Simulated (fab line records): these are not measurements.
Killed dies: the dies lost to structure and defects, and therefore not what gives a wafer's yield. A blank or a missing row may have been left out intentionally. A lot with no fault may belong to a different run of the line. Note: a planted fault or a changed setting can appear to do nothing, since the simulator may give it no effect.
fab line records :: flow sky130
record:
  lots: 6
  wafers: 18
  lastDay: 49
route steps=708 shown METAL2@503 VIA2@507 PAD_OPEN@708
lots with no fault: from the same line, run without faults
startH: hours from the record's opening day to when the first of the lot's shown wafers began :: waitH: hours elapsed since this lot's preceding step :: " unchanged from the row above :: L1.1+2: a row that stands for several wafers :: - no value, or no start given :: * or withheld: withheld :: < > ~ a bound
route shown NAME@n: a module of which the file shows steps, and the number in the route of the first :: usual: mean and standard deviation over wafers with no fault :: same: alike in all rows :: chamber/n: place in a boat :: sites: each site's reading :: _std_site: standard deviation across them :: _edge_site: mean of outer sites minus mean of inner sites :: radiusMm: how far each site lies from the wafer's centre :: mask NAME#n: copy n :: behind: tool/chamber where the wafer was last shaped :: hold: why the lot was held/for how many hours/how that ended :: device: the transistor (n, p or np) that didn't switch :: end of line: tests of these same wafers at the route's end :: where a step has no rows: the recipe by itself :: killed: the dies lost at the first sort to structure and to defects; this is not the yield of the wafer :: map: dies across one wafer; x = killed, . = not, _ = none there
set.NAME: the setting the step ran with; set.NAME@STEP: the setting that earlier step ran with :: model.NAME: the simulator's own value behind a step, which no gauge read
lots at selected steps of the route; one table per step, one row per wafer
services: a tool's chamber out of use, with start hour (startH, from the record's first day; less than 0 if before it), hours out, and reason
== steps ==
step: SKY_METAL2_STRIP_20
recipe:
  chemistry: O2/N2
  powerW: 1400
  pressureMtorr: 1500
  platenTempC: withheld
  o2FlowSccm: 3000
  n2FlowSccm: 300
  overashFraction: 0.5
usual:
  drypumpMotorCurrentA: 5.7/0.3
  oesProductAu: 0.343/0.0052
  stripTimeToEndpointS: 2.69/0.035
lot.wafer: L316.2
tool: plasmaAsher-02
chamber: 0
startH: 818.86
waitH: 0.1
drypumpMotorCurrentA: 5.3
oesProductAu: 0.340
rfHoursCounterH: 9
stripTimeToEndpointS: 2.59

lot.wafer: L316.5
tool: plasmaAsher-02
chamber: 1
startH: 818.86
waitH: 0.1
drypumpMotorCurrentA: 6.1
oesProductAu: 0.343
rfHoursCounterH: -
stripTimeToEndpointS: 2.66

lot.wafer: L316.6
tool: plasmaAsher-02
chamber: 0
startH: 818.86
waitH: 0.1
drypumpMotorCurrentA: 5.2
oesProductAu: 0.347
rfHoursCounterH: -
stripTimeToEndpointS: 2.69

lot.wafer: L324.1
tool: plasmaAsher-03
chamber: 0
startH: 880.05
waitH: 0.1
drypumpMotorCurrentA: 5.7
oesProductAu: 0.344
rfHoursCounterH: 99
stripTimeToEndpointS: 2.69

lot.wafer: L324.2
tool: plasmaAsher-03
chamber: 1
startH: 880.05
waitH: 0.1
drypumpMotorCurrentA: 5.7
oesProductAu: 0.345
rfHoursCounterH: 99
stripTimeToEndpointS: 2.70

lot.wafer: L324.3
tool: plasmaAsher-03
chamber: 0
startH: 880.05
waitH: 0.1
drypumpMotorCurrentA: 5.6
oesProductAu: 0.340
rfHoursCounterH: -
stripTimeToEndpointS: 2.68

lot.wafer: L325.3
tool: plasmaAsher-04
chamber: 1
startH: 893.57
waitH: 0.1
drypumpMotorCurrentA: 5.5
oesProductAu: 0.341
rfHoursCounterH: -
stripTimeToEndpointS: 2.66

lot.wafer: L325.5
tool: plasmaAsher-04
chamber: 1
startH: 893.57
waitH: 0.1
drypumpMotorCurrentA: 5.5
oesProductAu: 0.338
rfHoursCounterH: -
stripTimeToEndpointS: 2.68

lot.wafer: L325.6
tool: plasmaAsher-04
chamber: 0
startH: 893.57
waitH: 0.1
drypumpMotorCurrentA: 5.9
oesProductAu: 0.337
rfHoursCounterH: -
stripTimeToEndpointS: 2.72

lot.wafer: L327.2
tool: plasmaAsher-04
chamber: 0
startH: 902.95
waitH: 0.1
drypumpMotorCurrentA: 5.8
oesProductAu: 0.347
rfHoursCounterH: 81
stripTimeToEndpointS: 2.72

lot.wafer: L327.3
tool: plasmaAsher-04
chamber: 1
startH: 902.95
waitH: 0.1
drypumpMotorCurrentA: 5.5
oesProductAu: 0.349
rfHoursCounterH: -
stripTimeToEndpointS: 2.71

lot.wafer: L327.5
tool: plasmaAsher-04
chamber: 0
startH: 902.95
waitH: 0.1
drypumpMotorCurrentA: 5.8
oesProductAu: 0.350
rfHoursCounterH: -
stripTimeToEndpointS: 2.70

lot.wafer: L326.1
tool: plasmaAsher-02
chamber: 0
startH: 903.60
waitH: 0.1
drypumpMotorCurrentA: 5.2
oesProductAu: 0.346
rfHoursCounterH: 18
stripTimeToEndpointS: 2.70

lot.wafer: L326.3
tool: plasmaAsher-02
chamber: 0
startH: 903.60
waitH: 0.1
drypumpMotorCurrentA: 5.2
oesProductAu: 0.345
rfHoursCounterH: -
stripTimeToEndpointS: 2.68

lot.wafer: L326.4
tool: plasmaAsher-02
chamber: 1
startH: 903.60
waitH: 0.1
drypumpMotorCurrentA: 6.1
oesProductAu: 0.340
rfHoursCounterH: -
stripTimeToEndpointS: 2.65

lot.wafer: L332.1
tool: plasmaAsher-02
chamber: 1
startH: 944.15
waitH: 0.1
drypumpMotorCurrentA: 6.1
oesProductAu: 0.342
rfHoursCounterH: 22
stripTimeToEndpointS: 2.68

lot.wafer: L332.2
tool: plasmaAsher-02
chamber: 0
startH: 944.15
waitH: 0.1
drypumpMotorCurrentA: 5.2
oesProductAu: 0.340
rfHoursCounterH: 22
stripTimeToEndpointS: 2.66

lot.wafer: L332.4
tool: plasmaAsher-02
chamber: 1
startH: 944.15
waitH: 0.1
drypumpMotorCurrentA: 6.1
oesProductAu: 0.335
rfHoursCounterH: -
stripTimeToEndpointS: 2.66
step: SKY_METAL2_STRIP_21
recipe:
  chemistry: postEtchResidueRemover
  timeS: 1200
  tempC: 72.5
step: SKY_METAL2_CLEAN_22
recipe:
  chemistry: IPA
  timeS: 180
  tempC: 25
step: SKY_METAL2_CLEAN_23
recipe:
  chemistry: O3/DIW
  dry: n2Spin
step: SKY_VIA2_HDPCVD_00
recipe:
  material: SiO2
  targetThkNm: 1180
  sigmaOpenFrac: 0.3
  timeS: 196.7
  tempC: 400
  sih4FlowSccm: 60
  pressureMtorr: 6
step: SKY_VIA2_THK_MEAS_01
recipe:
  reads: SiO2_of_VIA2_HDPCVD_00
usual:
  VIA2_HDPCVD_THK: 1185/9.3
lot.wafer: L316.2
tool: filmMetro-01
chamber: -
startH: 819.65
waitH: 0.1
VIA2_HDPCVD_THK[nm]: 1190

lot.wafer: L316.5
tool: filmMetro-01
chamber: -
startH: 819.65
waitH: 0.1
VIA2_HDPCVD_THK[nm]: 1169

lot.wafer: L316.6
tool: filmMetro-01
chamber: -
startH: 819.65
waitH: 0.1
VIA2_HDPCVD_THK[nm]: 1185

lot.wafer: L324.1
tool: filmMetro-02
chamber: -
startH: 880.77
waitH: 0.1
VIA2_HDPCVD_THK[nm]: 1170

lot.wafer: L324.2
tool: filmMetro-02
chamber: -
startH: 880.77
waitH: 0.1
VIA2_HDPCVD_THK[nm]: 1182

lot.wafer: L324.3
tool: filmMetro-02
chamber: -
startH: 880.77
waitH: 0.1
VIA2_HDPCVD_THK[nm]: 1172

lot.wafer: L325.3
tool: filmMetro-03
chamber: -
startH: 894.27
waitH: 0.1
VIA2_HDPCVD_THK[nm]: 1191

lot.wafer: L325.5
tool: filmMetro-03
chamber: -
startH: 894.27
waitH: 0.1
VIA2_HDPCVD_THK[nm]: 1178

lot.wafer: L325.6
tool: filmMetro-03
chamber: -
startH: 894.27
waitH: 0.1
VIA2_HDPCVD_THK[nm]: 1190

lot.wafer: L327.2
tool: filmMetro-01
chamber: -
startH: 903.69
waitH: 0.1
VIA2_HDPCVD_THK[nm]: 1174

lot.wafer: L327.3
tool: filmMetro-01
chamber: -
startH: 903.69
waitH: 0.1
VIA2_HDPCVD_THK[nm]: 1180

lot.wafer: L327.5
tool: filmMetro-01
chamber: -
startH: 903.69
waitH: 0.1
VIA2_HDPCVD_THK[nm]: 1178

lot.wafer: L326.1
tool: filmMetro-02
chamber: -
startH: 904.35
waitH: 0.1
VIA2_HDPCVD_THK[nm]: 1184

lot.wafer: L326.3
tool: filmMetro-02
chamber: -
startH: 904.35
waitH: 0.1
VIA2_HDPCVD_THK[nm]: 1198

lot.wafer: L326.4
tool: filmMetro-02
chamber: -
startH: 904.35
waitH: 0.1
VIA2_HDPCVD_THK[nm]: 1187

lot.wafer: L332.1
tool: filmMetro-03
chamber: -
startH: 944.89
waitH: 0.1
VIA2_HDPCVD_THK[nm]: 1187

lot.wafer: L332.2
tool: filmMetro-03
chamber: -
startH: 944.89
waitH: 0.1
VIA2_HDPCVD_THK[nm]: 1192

lot.wafer: L332.4
tool: filmMetro-03
chamber: -
startH: 944.89
waitH: 0.1
VIA2_HDPCVD_THK[nm]: 1191
step: SKY_VIA2_CMP_02
recipe:
  material: SiO2
  downForcePsi: 4
  platenRpm: 60
  padVelocityMS: 0.94248
usual:
  motorCurrentA: 11.8/1.1
lot.wafer: L316.2
tool: cmp-01
chamber: 3
startH: 820.01
waitH: 0.4
motorCurrentA: 11.1

lot.wafer: L316.5
tool: cmp-01
chamber: 2
startH: 820.01
waitH: 0.4
motorCurrentA: 11.1

lot.wafer: L316.6
tool: cmp-01
chamber: 3
startH: 820.01
waitH: 0.4
motorCurrentA: 12.0

lot.wafer: L324.2
tool: cmp-02
chamber: 2
startH: 880.83
waitH: 0.0
motorCurrentA: 12.5

lot.wafer: L324.1
tool: cmp-02
chamber: 0
startH: 880.83
waitH: 0.0
motorCurrentA: 13.4

lot.wafer: L324.3
tool: cmp-02
chamber: 1
startH: 880.83
waitH: 0.0
motorCurrentA: 12.3

lot.wafer: L325.3
tool: cmp-02
chamber: 0
startH: 894.41
waitH: 0.1
motorCurrentA: 12.4

lot.wafer: L325.5
tool: cmp-02
chamber: 2
startH: 894.41
waitH: 0.1
motorCurrentA: 12.7

lot.wafer: L325.6
tool: cmp-02
chamber: 3
startH: 894.41
waitH: 0.1
motorCurrentA: 10.2

lot.wafer: L327.2
tool: cmp-01
chamber: 2
startH: 903.74
waitH: 0.0
motorCurrentA: 11.8

lot.wafer: L327.3
tool: cmp-01
chamber: 3
startH: 903.74
waitH: 0.0
motorCurrentA: 11.8

lot.wafer: L327.5
tool: cmp-01
chamber: 3
startH: 903.74
waitH: 0.0
motorCurrentA: 11.8

lot.wafer: L326.4
tool: cmp-02
chamber: 1
startH: 904.41
waitH: 0.0
motorCurrentA: 13.2

lot.wafer: L326.3
tool: cmp-02
chamber: 2
startH: 904.41
waitH: 0.0
motorCurrentA: 12.0

lot.wafer: L326.1
tool: cmp-02
chamber: 3
startH: 904.41
waitH: 0.0
motorCurrentA: 10.2

lot.wafer: L332.2
tool: cmp-02
chamber: 0
startH: 944.95
waitH: 0.0
motorCurrentA: 13.4

lot.wafer: L332.1
tool: cmp-02
chamber: 1
startH: 944.95
waitH: 0.0
motorCurrentA: 13.3

lot.wafer: L332.4
tool: cmp-02
chamber: 3
startH: 944.95
waitH: 0.0
motorCurrentA: 9.9
step: SKY_VIA2_BOW_MEAS_03
recipe:
  mode: bow
usual:
  VIA2_BOW: 88/7.4
lot.wafer: L316.2
tool: filmMetro-03
chamber: -
startH: 820.28
waitH: 0.2
VIA2_BOW[um]: 99

lot.wafer: L316.5
tool: filmMetro-03
chamber: -
startH: 820.28
waitH: 0.2
VIA2_BOW[um]: 89

lot.wafer: L316.6
tool: filmMetro-03
chamber: -
startH: 820.28
waitH: 0.2
VIA2_BOW[um]: 97

lot.wafer: L324.1
tool: filmMetro-02
chamber: -
startH: 881.13
waitH: 0.1
VIA2_BOW[um]: 88

lot.wafer: L324.2
tool: filmMetro-02
chamber: -
startH: 881.13
waitH: 0.1
VIA2_BOW[um]: 89

lot.wafer: L324.3
tool: filmMetro-02
chamber: -
startH: 881.13
waitH: 0.1
VIA2_BOW[um]: 95

lot.wafer: L325.3
tool: filmMetro-01
chamber: -
startH: 894.65
waitH: 0.2
VIA2_BOW[um]: 89

lot.wafer: L325.5
tool: filmMetro-01
chamber: -
startH: 894.65
waitH: 0.2
VIA2_BOW[um]: 81

lot.wafer: L325.6
tool: filmMetro-01
chamber: -
startH: 894.65
waitH: 0.2
VIA2_BOW[um]: 89

lot.wafer: L327.2
tool: filmMetro-01
chamber: -
startH: 904.06
waitH: 0.3
VIA2_BOW[um]: 91

lot.wafer: L327.3
tool: filmMetro-01
chamber: -
startH: 904.06
waitH: 0.3
VIA2_BOW[um]: 91

lot.wafer: L327.5
tool: filmMetro-01
chamber: -
startH: 904.06
waitH: 0.3
VIA2_BOW[um]: 90

lot.wafer: L326.1
tool: filmMetro-01
chamber: -
startH: 904.71
waitH: 0.1
VIA2_BOW[um]: 89

lot.wafer: L326.3
tool: filmMetro-01
chamber: -
startH: 904.71
waitH: 0.1
VIA2_BOW[um]: 81

lot.wafer: L326.4
tool: filmMetro-01
chamber: -
startH: 904.71
waitH: 0.1
VIA2_BOW[um]: 86

lot.wafer: L332.1
tool: filmMetro-02
chamber: -
startH: 945.25
waitH: 0.2
VIA2_BOW[um]: 85

lot.wafer: L332.2
tool: filmMetro-02
chamber: -
startH: 945.25
waitH: 0.2
VIA2_BOW[um]: 100

lot.wafer: L332.4
tool: filmMetro-02
chamber: -
startH: 945.25
waitH: 0.2
VIA2_BOW[um]: 82
step: SKY_VIA2_DEHYDRATE_04
recipe:
  tempC: 200
  timeS: 60
step: SKY_VIA2_HMDS_05
recipe:
  primeTimeS: 60
  primeTempC: 120
step: SKY_VIA2_COAT_06
recipe:
  resist: BARC
  tempC: withheld
  timeS: withheld
  spinRpm: 3000
  resistThkNm: 58.82
step: SKY_VIA2_COAT_07
recipe:
  resist: KrF-thick
  spinRpm: 3000
  resistThkNm: 450
step: SKY_VIA2_SOFTBAKE_08
recipe:
  tempC: 100
  timeS: 90
  resist: KrF-thick
usual:
  exhaustPa: 45.1/0.8
  runLengthS: 119.09/0.22
lot.wafer: L316.2
tool: lithoTrack-01
chamber: 0
startH: 833
waitH: -
exhaustPa: 44.5
runLengthS: 119.36

lot.wafer: L316.5
tool: lithoTrack-01
chamber: 0
startH: 833
waitH: -
exhaustPa: 45.2
runLengthS: 119.25

lot.wafer: L316.6
tool: lithoTrack-01
chamber: 0
startH: 833
waitH: -
exhaustPa: 45.7
runLengthS: 119.37

lot.wafer: L324.1
tool: lithoTrack-02
chamber: 0
startH: 894
waitH: -
exhaustPa: 45.6
runLengthS: 119.05

lot.wafer: L324.2
tool: lithoTrack-02
chamber: 0
startH: 894
waitH: -
exhaustPa: 45.0
runLengthS: 118.70

lot.wafer: L324.3
tool: lithoTrack-02
chamber: 0
startH: 894
waitH: -
exhaustPa: 46.4
runLengthS: 118.92

lot.wafer: L325.3
tool: lithoTrack-04
chamber: 0
startH: 907
waitH: -
exhaustPa: 45.3
runLengthS: 119.17

lot.wafer: L325.5
tool: lithoTrack-04
chamber: 0
startH: 907
waitH: -
exhaustPa: 44.7
runLengthS: 119.25

lot.wafer: L325.6
tool: lithoTrack-04
chamber: 0
startH: 907
waitH: -
exhaustPa: 45.0
runLengthS: 119.19

lot.wafer: L327.2
tool: lithoTrack-01
chamber: 0
startH: 916
waitH: -
exhaustPa: 45.4
runLengthS: 128.52

lot.wafer: L327.3
tool: lithoTrack-01
chamber: 0
startH: 916
waitH: -
exhaustPa: 44.3
runLengthS: 128.33

lot.wafer: L327.5
tool: lithoTrack-01
chamber: 0
startH: 916
waitH: -
exhaustPa: 45.2
runLengthS: 128.35

lot.wafer: L326.1
tool: lithoTrack-01
chamber: 0
startH: 917
waitH: -
exhaustPa: 45.8
runLengthS: 128.67

lot.wafer: L326.3
tool: lithoTrack-01
chamber: 0
startH: 917
waitH: -
exhaustPa: 45.5
runLengthS: 128.73

lot.wafer: L326.4
tool: lithoTrack-01
chamber: 0
startH: 917
waitH: -
exhaustPa: 45.3
runLengthS: 128.58

lot.wafer: L332.1
tool: lithoTrack-02
chamber: 0
startH: 956
waitH: -
exhaustPa: 45.7
runLengthS: 118.73

lot.wafer: L332.2
tool: lithoTrack-02
chamber: 0
startH: 957
waitH: -
exhaustPa: 44.8
runLengthS: 119.01

lot.wafer: L332.4
tool: lithoTrack-02
chamber: 0
startH: 957
waitH: -
exhaustPa: 47.4
runLengthS: 118.83
step: SKY_VIA2_EXPOSE_09
recipe:
  maskId: VIM2
  na: 0.8
  sourceShape: annular
  sigmaInner: 0.55
  sigmaOuter: 0.85
  targetCdNm: 200
  doseMj: 38
step: SKY_PAD_OPEN_PROBE_99
usual:
  defectLimitedYield: 82.6/2.1
  killed_at_M0_to_M3: 44/7.5
  killed_at_M4_up: 3.1/1.7
  killedAtContacts: 24/6.2
  killedAtFrontEnd: 15/4.2
  killedAtOther: 0.4/0.58
  killedDies: 85/10
  killedOpen: 47/7.7
  killedShort: 38/6.4
  sort_bin_3_pad_short: 0.8/0.41
  sort_bin_5_function: 10.3/1.7
  sort_bin_6_memory: 6.2/1.1
  sortNPass: 407/10
  sortYieldPct: 82.6/2.1
same:
  grossDies: 492
  killedAtBackSide: 0
  sort_bin_4_leakage[%]: 0
  sort_bin_8_speed[%]: 0
lot.wafer: L316.2
tool: prober-01
chamber: -
startH: 1073.04
waitH: 0.1
defectLimitedYield[%]: 81.9
killed_at_M0_to_M3: 46
killed_at_M4_up: 2
killedAtContacts: 20
killedAtFrontEnd: 21
killedAtOther: 0
killedDies: 89
killedOpen: 55
killedShort: 33
sort_bin_3_pad_short[%]: 0.6
sort_bin_5_function[%]: 11.8
sort_bin_6_memory[%]: 5.7
sortNPass: 403
sortYieldPct[%]: 81.9

lot.wafer: L316.5
tool: prober-01
chamber: -
startH: 1073.19
waitH: 0.2
defectLimitedYield[%]: 80.7
killed_at_M0_to_M3: 51
killed_at_M4_up: 1
killedAtContacts: 26
killedAtFrontEnd: 17
killedAtOther: 0
killedDies: 95
killedOpen: 51
killedShort: 40
sort_bin_3_pad_short[%]: 0.6
sort_bin_5_function[%]: 11.2
sort_bin_6_memory[%]: 7.5
sortNPass: 397
sortYieldPct[%]: 80.7

lot.wafer: L316.6
tool: prober-01
chamber: -
startH: 1073.24
waitH: 0.2
defectLimitedYield[%]: 84.6
killed_at_M0_to_M3: 47
killed_at_M4_up: 3
killedAtContacts: 12
killedAtFrontEnd: 14
killedAtOther: 0
killedDies: 76
killedOpen: 47
killedShort: 25
sort_bin_3_pad_short[%]: 0.6
sort_bin_5_function[%]: 7.9
sort_bin_6_memory[%]: 6.9
sortNPass: 416
sortYieldPct[%]: 84.6

lot.wafer: L324.1
tool: prober-02
chamber: -
startH: 1123.13
waitH: 0.1
defectLimitedYield[%]: 79.7
killed_at_M0_to_M3: 45
killed_at_M4_up: 5
killedAtContacts: 34
killedAtFrontEnd: 16
killedAtOther: 0
killedDies: 100
killedOpen: 47
killedShort: 52
sort_bin_3_pad_short[%]: 1.0
sort_bin_5_function[%]: 12.2
sort_bin_6_memory[%]: 7.1
sortNPass: 392
sortYieldPct[%]: 79.7

lot.wafer: L324.2
tool: prober-02
chamber: -
startH: 1123.18
waitH: 0.1
defectLimitedYield[%]: 84.1
killed_at_M0_to_M3: 46
killed_at_M4_up: 1
killedAtContacts: 19
killedAtFrontEnd: 11
killedAtOther: 1
killedDies: 78
killedOpen: 35
killedShort: 43
sort_bin_3_pad_short[%]: 0.4
sort_bin_5_function[%]: 10.0
sort_bin_6_memory[%]: 5.5
sortNPass: 414
sortYieldPct[%]: 84.1

lot.wafer: L324.3
tool: prober-02
chamber: -
startH: 1123.23
waitH: 0.2
defectLimitedYield[%]: 84.1
killed_at_M0_to_M3: 31
killed_at_M4_up: 2
killedAtContacts: 23
killedAtFrontEnd: 21
killedAtOther: 1
killedDies: 78
killedOpen: 37
killedShort: 41
sort_bin_3_pad_short[%]: 1.2
sort_bin_5_function[%]: 8.3
sort_bin_6_memory[%]: 6.3
sortNPass: 414
sortYieldPct[%]: 84.1

lot.wafer: L327.2
tool: prober-01
chamber: -
startH: 1137.88
waitH: 0.1
defectLimitedYield[%]: 81.1
killed_at_M0_to_M3: 41
killed_at_M4_up: 2
killedAtContacts: 36
killedAtFrontEnd: 13
killedAtOther: 1
killedDies: 93
killedOpen: 56
killedShort: 37
sort_bin_3_pad_short[%]: 0.6
sort_bin_5_function[%]: 11.2
sort_bin_6_memory[%]: 7.1
sortNPass: 399
sortYieldPct[%]: 81.1

lot.wafer: L327.3
tool: prober-01
chamber: -
startH: 1137.93
waitH: 0.2
defectLimitedYield[%]: 76.8
killed_at_M0_to_M3: 46
killed_at_M4_up: 4
killedAtContacts: 39
killedAtFrontEnd: 25
killedAtOther: 0
killedDies: 114
killedOpen: 60
killedShort: 54
sort_bin_3_pad_short[%]: 1.0
sort_bin_5_function[%]: 13.6
sort_bin_6_memory[%]: 8.5
sortNPass: 378
sortYieldPct[%]: 76.8

lot.wafer: L327.5
tool: prober-01
chamber: -
startH: 1138.03
waitH: 0.2
defectLimitedYield[%]: 81.3
killed_at_M0_to_M3: 32
killed_at_M4_up: 5
killedAtContacts: 38
killedAtFrontEnd: 16
killedAtOther: 1
killedDies: 92
killedOpen: 50
killedShort: 42
sort_bin_3_pad_short[%]: 0.8
sort_bin_5_function[%]: 11.0
sort_bin_6_memory[%]: 6.9
sortNPass: 400
sortYieldPct[%]: 81.3

lot.wafer: L326.1
tool: prober-02
chamber: -
startH: 1139.51
waitH: 0.1
defectLimitedYield[%]: 80.5
killed_at_M0_to_M3: 50
killed_at_M4_up: 4
killedAtContacts: 24
killedAtFrontEnd: 18
killedAtOther: 0
killedDies: 96
killedOpen: 47
killedShort: 48
sort_bin_3_pad_short[%]: 1.0
sort_bin_5_function[%]: 13.4
sort_bin_6_memory[%]: 5.1
sortNPass: 396
sortYieldPct[%]: 80.5

lot.wafer: L326.3
tool: prober-02
chamber: -
startH: 1139.61
waitH: 0.2
defectLimitedYield[%]: 81.1
killed_at_M0_to_M3: 48
killed_at_M4_up: 5
killedAtContacts: 27
killedAtFrontEnd: 11
killedAtOther: 2
killedDies: 93
killedOpen: 48
killedShort: 43
sort_bin_3_pad_short[%]: 2.0
sort_bin_5_function[%]: 12.2
sort_bin_6_memory[%]: 4.7
sortNPass: 399
sortYieldPct[%]: 81.1

lot.wafer: L326.4
tool: prober-02
chamber: -
startH: 1139.66
waitH: 0.2
defectLimitedYield[%]: 84.1
killed_at_M0_to_M3: 44
killed_at_M4_up: 1
killedAtContacts: 19
killedAtFrontEnd: 13
killedAtOther: 1
killedDies: 78
killedOpen: 48
killedShort: 29
sort_bin_3_pad_short[%]: 1.2
sort_bin_5_function[%]: 9.1
sort_bin_6_memory[%]: 5.5
sortNPass: 414
sortYieldPct[%]: 84.1

lot.wafer: L332.1
tool: prober-01
chamber: -
startH: 1167.59
waitH: 0.1
defectLimitedYield[%]: 84.1
killed_at_M0_to_M3: 46
killed_at_M4_up: 5
killedAtContacts: 18
killedAtFrontEnd: 9
killedAtOther: 0
killedDies: 78
killedOpen: 43
killedShort: 35
sort_bin_3_pad_short[%]: 0.4
sort_bin_5_function[%]: 8.9
sort_bin_6_memory[%]: 6.5
sortNPass: 414
sortYieldPct[%]: 84.1

lot.wafer: L332.2
tool: prober-01
chamber: -
startH: 1167.64
waitH: 0.1
defectLimitedYield[%]: 82.7
killed_at_M0_to_M3: 59
killed_at_M4_up: 0
killedAtContacts: 17
killedAtFrontEnd: 9
killedAtOther: 0
killedDies: 85
killedOpen: 38
killedShort: 47
sort_bin_3_pad_short[%]: 1.2
sort_bin_5_function[%]: 11.2
sort_bin_6_memory[%]: 4.9
sortNPass: 407
sortYieldPct[%]: 82.7

lot.wafer: L332.4
tool: prober-01
chamber: -
startH: 1167.74
waitH: 0.2
defectLimitedYield[%]: 83.3
killed_at_M0_to_M3: 34
killed_at_M4_up: 4
killedAtContacts: 28
killedAtFrontEnd: 16
killedAtOther: 0
killedDies: 82
killedOpen: 46
killedShort: 36
sort_bin_3_pad_short[%]: 0.6
sort_bin_5_function[%]: 8.7
sort_bin_6_memory[%]: 7.3
sortNPass: 410
sortYieldPct[%]: 83.3
killed by level:class
L316.2 VIA1:geometricParticle:open=15 FIELD_ISO:geometricParticle:open=7 VIA3:geometricParticle:open=7 METAL1:geometricParticle:short=6 LI_CONTACT:geometricParticle:open=6 POLY_GATE:geometricParticle:open=5 CONTACT:geometricParticle:open=5 VIA3:geometricParticle:short=5
L316.5 CONTACT:geometricParticle:open=13 VIA3:geometricParticle:open=8 VIA1:geometricParticle:open=7 VIA2:geometricParticle:open=7 FIELD_ISO:geometricParticle:short=6 METAL1:geometricParticle:short=6 METAL2:geometricParticle:short=6 FIELD_ISO:geometricParticle:open=5
L316.6 VIA1:geometricParticle:open=16 VIA2:geometricParticle:open=8 VIA3:geometricParticle:short=6 FIELD_ISO:geometricParticle:open=4 LI_CONTACT:geometricParticle:open=4 VIA3:geometricParticle:open=4 CONTACT:geometricParticle:open=3 METAL1:geometricParticle:open=3
L324.1 METAL1:geometricParticle:short=10 LI_CONTACT:geometricParticle:open=9 CONTACT:geometricParticle:open=9 VIA1:geometricParticle:open=9 VIA3:geometricParticle:open=8 LI_CONTACT:geometricParticle:short=6 POLY_GATE:geometricParticle:short=5 CONTACT:geometricParticle:short=5
L324.2 METAL1:geometricParticle:short=13 CONTACT:geometricParticle:open=7 VIA1:geometricParticle:open=7 LOCAL_INTERCONNECT:geometricParticle:short=5 METAL2:geometricParticle:short=5 VIA2:geometricParticle:open=5 VIA3:geometricParticle:open=4 METAL3:geometricParticle:short=4
L324.3 LI_CONTACT:geometricParticle:open=7 CONTACT:geometricParticle:open=7 POLY_GATE:geometricParticle:short=6 VIA1:geometricParticle:open=6 FIELD_ISO:geometricParticle:short=5 FIELD_ISO:geometricParticle:open=5 VIA1:geometricParticle:short=5 METAL2:geometricParticle:short=5
L327.2 CONTACT:geometricParticle:open=14 VIA1:geometricParticle:open=10 LI_CONTACT:geometricParticle:open=10 VIA1:geometricParticle:short=7 VIA3:geometricParticle:open=6 LI_CONTACT:geometricParticle:short=5 METAL2:geometricParticle:short=4 POLY_GATE:geometricParticle:open=4
L327.3 CONTACT:geometricParticle:open=11 FIELD_ISO:geometricParticle:short=10 LI_CONTACT:geometricParticle:open=10 CONTACT:geometricParticle:short=9 METAL1:geometricParticle:short=8 VIA3:geometricParticle:open=8 VIA1:geometricParticle:open=7 VIA2:geometricParticle:open=7
L327.5 LI_CONTACT:geometricParticle:open=11 CONTACT:geometricParticle:open=10 VIA1:geometricParticle:open=8 CONTACT:geometricParticle:short=5 METAL4:geometricParticle:short=5 FIELD_ISO:geometricParticle:open=4 POLY_GATE:geometricParticle:open=4 LI_CONTACT:geometricParticle:short=4
L326.1 VIA3:geometricParticle:open=11 METAL2:geometricParticle:short=9 VIA2:geometricParticle:open=8 POLY_GATE:geometricParticle:short=7 CONTACT:geometricParticle:short=7 VIA1:geometricParticle:open=7 LOCAL_INTERCONNECT:geometricParticle:short=6 CONTACT:geometricParticle:open=6
L326.3 VIA1:geometricParticle:open=12 CONTACT:geometricParticle:open=8 LI_CONTACT:geometricParticle:open=8 LOCAL_INTERCONNECT:geometricParticle:short=7 METAL1:geometricParticle:short=6 METAL2:geometricParticle:short=6 VIA1:geometricParticle:short=5 VIA2:geometricParticle:open=5
L326.4 VIA1:geometricParticle:open=13 VIA3:geometricParticle:open=10 LI_CONTACT:geometricParticle:open=8 VIA1:geometricParticle:short=7 VIA2:geometricParticle:open=6 POLY_GATE:geometricParticle:open=4 CONTACT:geometricParticle:open=4 METAL3:geometricParticle:short=4
L332.1 VIA1:geometricParticle:open=10 VIA3:geometricParticle:open=9 CONTACT:geometricParticle:open=8 METAL2:geometricParticle:short=7 VIA2:geometricParticle:open=5 METAL4:geometricParticle:short=5 LI_CONTACT:geometricParticle:open=4 CONTACT:geometricParticle:short=4
L332.2 VIA1:geometricParticle:open=9 CONTACT:geometricParticle:open=8 VIA1:geometricParticle:short=8 METAL1:geometricParticle:short=7 VIA2:geometricParticle:open=7 CONTACT:geometricParticle:short=6 METAL2:geometricParticle:short=6 METAL3:geometricParticle:short=6
L332.4 CONTACT:geometricParticle:open=13 VIA1:geometricParticle:open=10 METAL2:geometricParticle:short=8 POLY_GATE:geometricParticle:open=5 LOCAL_INTERCONNECT:geometricParticle:short=5 FIELD_ISO:geometricParticle:short=4 VIA2:geometricParticle:open=4 LI_CONTACT:geometricParticle:open=3
== services ==
tool: cmp-01
chamber: -
startH: 799.99
hours: 0.9
kind: repair

tool: plasmaAsher-03
chamber: -
startH: 817.75
hours: 1.3
kind: repair

tool: cmp-02
chamber: -
startH: 844.74
hours: 3.4
kind: pm

tool: cmp-02
chamber: -
startH: 852.67
hours: 2.3
kind: repair

tool: cmp-02
chamber: -
startH: 861.98
hours: 1.3
kind: repair

tool: cmp-01
chamber: -
startH: 873.83
hours: 3.1
kind: repair

tool: cmp-02
chamber: -
startH: 912.14
hours: 4.0
kind: pm

tool: cmp-02
chamber: -
startH: 916.14
hours: -
kind: consumableReplace:conditioner

tool: cmp-02
chamber: -
startH: 916.14
hours: -
kind: consumableReplace:pad

tool: plasmaAsher-04
chamber: -
startH: 948.72
hours: 29.3
kind: repair
== key ==
firstSign:
  step: SKY_VIA2_SOFTBAKE_08
  reading: runLengthS
  direction: up
  sigmas: 43
  usual: *
  struck: *
effect none on later readings
metAt SKY_VIA2_SOFTBAKE_08
struckWafers L326.1,L326.3,L326.4,L327.2,L327.3,L327.5
onsetBetween 833 916
fault:
  kind: processParameterDrift
  tool: lithoTrack-01
  chamber: -
  onsetH: 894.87
  steps: SKY_VIA2_SOFTBAKE_08
  channel: timeS
  offset: *
  shape: step
  endH: 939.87
  actsIn: *
  stated: *
